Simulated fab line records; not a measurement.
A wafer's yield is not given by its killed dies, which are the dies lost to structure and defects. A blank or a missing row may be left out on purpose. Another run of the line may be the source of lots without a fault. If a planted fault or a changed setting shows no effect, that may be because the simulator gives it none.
The tool behind it: which one? ; flow sky130 ; Sampling: 11 lots, 33 wafers, 5 of 708 route steps

== WHAT EACH GAUGE READ, for each wafer ==
The record lacks any reading of a measuring or inspecting step that a usual standard deviation could be used to judge.

== TOOL THAT RAN EACH LOT (tool first, then ch and the chambers of the sampled wafers, then the start) ==
lot;SKY_VIA2_ETCH_14;SKY_VIA2_ETCH_15;SKY_VIA2_STRIP_16;SKY_METAL3_SPUTTER_03;SKY_PAD_OPEN_PROBE_99
L780;rie diel-03 ch 2,3, day 36 06:04;rie diel-03 ch 2,3, day 36 06:07;plasma asher-04 ch 0,1, day 36 06:10;pvd sputter-04, day 36 07:34;-
L779;rie diel-04 ch 0,3, day 36 06:47;rie diel-04 ch 0,3, day 36 06:50;plasma asher-01 ch 0,1, day 36 06:53;pvd sputter-03, day 36 08:17;-
L783;rie diel-02 ch 1,2,3, day 37 01:44;rie diel-02 ch 1,2,3, day 37 01:47;plasma asher-03 ch 0,1, day 37 01:50;pvd sputter-03, day 37 03:14;-
L784;rie diel-02 ch 0,3, day 37 13:47;rie diel-02 ch 0,3, day 37 13:50;plasma asher-03 ch 0,1, day 37 13:53;pvd sputter-04, day 37 15:17;-
L785;rie diel-02 ch 1,3, day 37 20:55;rie diel-02 ch 1,3, day 37 20:58;plasma asher-04 ch 0,1, day 37 21:03;pvd sputter-03, day 37 22:23;-
L786;rie diel-04 ch 2,3, day 38 18:37;rie diel-04 ch 2,3, day 38 18:40;plasma asher-03 ch 0,1, day 38 18:44;pvd sputter-03, day 38 20:07;prober-02, day 47 18:17
L787;rie diel-03 ch 0,2,3, day 38 23:25;rie diel-03 ch 0,2,3, day 38 23:28;plasma asher-01 ch 0,1, day 38 23:32;pvd sputter-04, day 39 00:55;-
L789;rie diel-04 ch 1,2, day 39 09:08;rie diel-04 ch 1,2, day 39 09:11;plasma asher-01 ch 1, day 39 09:14;pvd sputter-04, day 39 10:36;-
L792;rie diel-02 ch 0,1,3, day 40 14:10;rie diel-02 ch 0,1,3, day 40 14:13;plasma asher-03 ch 0,1, day 40 14:16;pvd sputter-02, day 40 15:59;prober-01, day 49 01:13
L791;rie diel-04 ch 0,1,3, day 40 16:02;rie diel-04 ch 0,1,3, day 40 16:05;plasma asher-04 ch 0,1, day 40 16:08;pvd sputter-04, day 40 17:35;prober-02, day 49 03:27
L793;rie diel-04 ch 1,2,3, day 40 18:26;rie diel-04 ch 1,2,3, day 40 18:29;plasma asher-04 ch 0,1, day 40 18:32;pvd sputter-03, day 40 19:56;-
- SKY_VIA2_ETCH_14: etches BARC in N2/H2, stops on SiO2, time 45.9 s, target depth 60 nm.
- SKY_VIA2_ETCH_15: etches SiO2 in C4F8/O2/Ar, stops on TiN, target depth 546 nm, time 84 s.
- SKY_VIA2_STRIP_16: strips in O2/N2.
- SKY_METAL3_SPUTTER_03: material Ti, target thk 5 nm, time 3.3 s.
- SKY_PAD_OPEN_PROBE_99

== AS READ BY THE TOOLS THEMSELVES (means over the sampled wafers that have a number; for cases with no such wafer, the mark the record gives instead) ==
SKY_VIA2_ETCH_14. Usual: drypump motor current A 5.9 A, standard deviation 0.36; oes product au 0.855 a.u., standard deviation 0.0053; throttle valve pct 13.225 %, standard deviation 0.01.
lot;tool;drypump motor current A (A);oes product au (a.u.);throttle valve pct (%);flag
L780;rie diel-03;6.0;0.856;13.219;
L779;rie diel-04;6.2;0.852;13.215;
L783;rie diel-02;5.9;0.863;13.224;
L784;rie diel-02;6.0;0.855;13.239;
L785;rie diel-02;5.6;0.855;13.227;
L786;rie diel-04;5.8;0.856;13.225;
L787;rie diel-03;5.7;0.856;13.226;
L789;rie diel-04;5.9;0.855;13.223;
L792;rie diel-02;5.8;0.850;13.227;
L791;rie diel-04;6.0;0.852;13.218;
L793;rie diel-04;5.9;0.851;13.221;

SKY_VIA2_ETCH_15. Usual: oes product au reads 0.939 a.u. (standard deviation 0.0043).
lot;tool;oes product au (a.u.);flag
L780;rie diel-03;0.938;
L779;rie diel-04;0.940;
L783;rie diel-02;0.937;
L784;rie diel-02;0.942;
L785;rie diel-02;0.942;
L786;rie diel-04;0.942;
L787;rie diel-03;0.945;
L789;rie diel-04;0.939;
L792;rie diel-02;0.936;
L791;rie diel-04;0.936;
L793;rie diel-04;0.939;

SKY_VIA2_STRIP_16. Usual: drypump motor current A 6.0 A, standard deviation 0.38; oes product au 0.399 a.u., standard deviation 0.0045; strip time to endpoint s 4.064 s, standard deviation 0.026.
lot;tool;drypump motor current A (A);oes product au (a.u.);strip time to endpoint s (s);flag
L780;plasma asher-04;5.7;0.396;4.032;
L779;plasma asher-01;6.1;0.402;4.055;
L783;plasma asher-03;6.3;0.395;4.077;
L784;plasma asher-03;6.1;0.394;4.033;
L785;plasma asher-04;5.6;0.401;4.072;
L786;plasma asher-03;6.1;0.397;4.050;
L787;plasma asher-01;6.1;0.403;4.056;
L789;plasma asher-01;5.9;0.400;4.092;
L792;plasma asher-03;6.1;0.396;4.060;
L791;plasma asher-04;5.7;0.403;4.056;
L793;plasma asher-04;5.5;0.401;4.091;

SKY_METAL3_SPUTTER_03. Usual: cathode dc power W 3000.1 W, standard deviation 0.61; chamber pressure pa 0.4002 Pa, standard deviation 0.00082; throttle valve pct 30.4 %, standard deviation 1.4.
lot;tool;cathode dc power W (W);chamber pressure pa (Pa);throttle valve pct (%);flag
L780;pvd sputter-04;3000.5;0.3999;31.3;
L779;pvd sputter-03;3000.1;0.3994;28.0;
L783;pvd sputter-03;3000.7;0.3995;30.7;
L784;pvd sputter-04;2999.6;0.4004;31.3;
L785;pvd sputter-03;3000.1;0.3997;28.3;
L786;pvd sputter-03;3000.0;0.4012;29.9;
L787;pvd sputter-04;2999.7;0.3992;30.3;
L789;pvd sputter-04;3000.5;0.4001;30.9;
L792;pvd sputter-02;3000.5;0.4002;30.0;
L791;pvd sputter-04;2901.5;0.3996;31.6;OFF
L793;pvd sputter-03;3000.3;0.4003;31.4;

SKY_PAD_OPEN_PROBE_99. Usual: defect limited yield 82.3 %, standard deviation 2; killed_at_M0_to_M3 44, standard deviation 7.1; killed_at_M4_up 3.3, standard deviation 1.8; killed at contacts 24, standard deviation 5.1; killed at front end 16, standard deviation 4.7; killed at other 0.3, standard deviation 0.52; killed dies 87, standard deviation 9.7; killed open 47, standard deviation 6.8; killed short 39, standard deviation 6.7; sort_bin_3_pad_short 0.9 %, standard deviation 0.43; sort_bin_5_function 10.4 %, standard deviation 1.4; sort_bin_6_memory 6.4 %, standard deviation 1.2; sort n pass 405, standard deviation 9.7; sort yield pct 82.3 %, standard deviation 2.
lot;tool;defect limited yield (%);killed_at_M0_to_M3;killed_at_M4_up;killed at contacts;killed at front end;killed at other;killed dies;killed open;killed short;sort_bin_3_pad_short (%);sort_bin_5_function (%);sort_bin_6_memory (%);sort n pass;sort yield pct (%);flag
L786;prober-02;81.2;50;3.7;20;19;0.0;93;51;42;1.3;10.9;6.7;399;81.2;
L792;prober-01;80.2;53;3.7;25;15;1.0;97;52;45;1.0;10.6;8.1;395;80.2;
L791;prober-02;83.5;38;4.0;20;20;0.0;82;38;43;0.9;9.6;6.1;410;83.5;

== THE ANSWER, worked out from the rows above alone ==
Rule: take the mean of a lot's wafers that have a number; if it is more than 3 standard deviations from the usual mean, the lot is off. Also off: a lot with no number at a reading for which 4 or more lots have one. Where the step has rows for the other lots, those lots are counted as sound. After the gauges, taken in route order, come the tools' own readings; for these a lot's mean is taken, as printed above. At the first step where some lot is off, the reading lying furthest off is the one used; lots without a number count as furthest.
Off: L791 (SKY_METAL3_SPUTTER_03, cathode dc power W).
A tool fits if, at that step or a process step before it, it ran every lot that is off, and no sound lot after the first of them. One fits: SKY_METAL3_SPUTTER_03 on pvd sputter-04. A fault onset in the window from L789 (day 39 10:36, its last sound lot) to L791 (day 40 17:35, its first lot off) fits.
The tool's own readings at SKY_METAL3_SPUTTER_03 bear it out: on the lots that are off they differ by more than 5 times the standard deviation of the sound lots' means. cathode dc power W reads 2901.5 W there against 3000.2 W on the sound lots.

== WHAT THE SIMULATOR HAD INSERTED ==
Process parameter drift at SKY_METAL3_SPUTTER_03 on pvd sputter-04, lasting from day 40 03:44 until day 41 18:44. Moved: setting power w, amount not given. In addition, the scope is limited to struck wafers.
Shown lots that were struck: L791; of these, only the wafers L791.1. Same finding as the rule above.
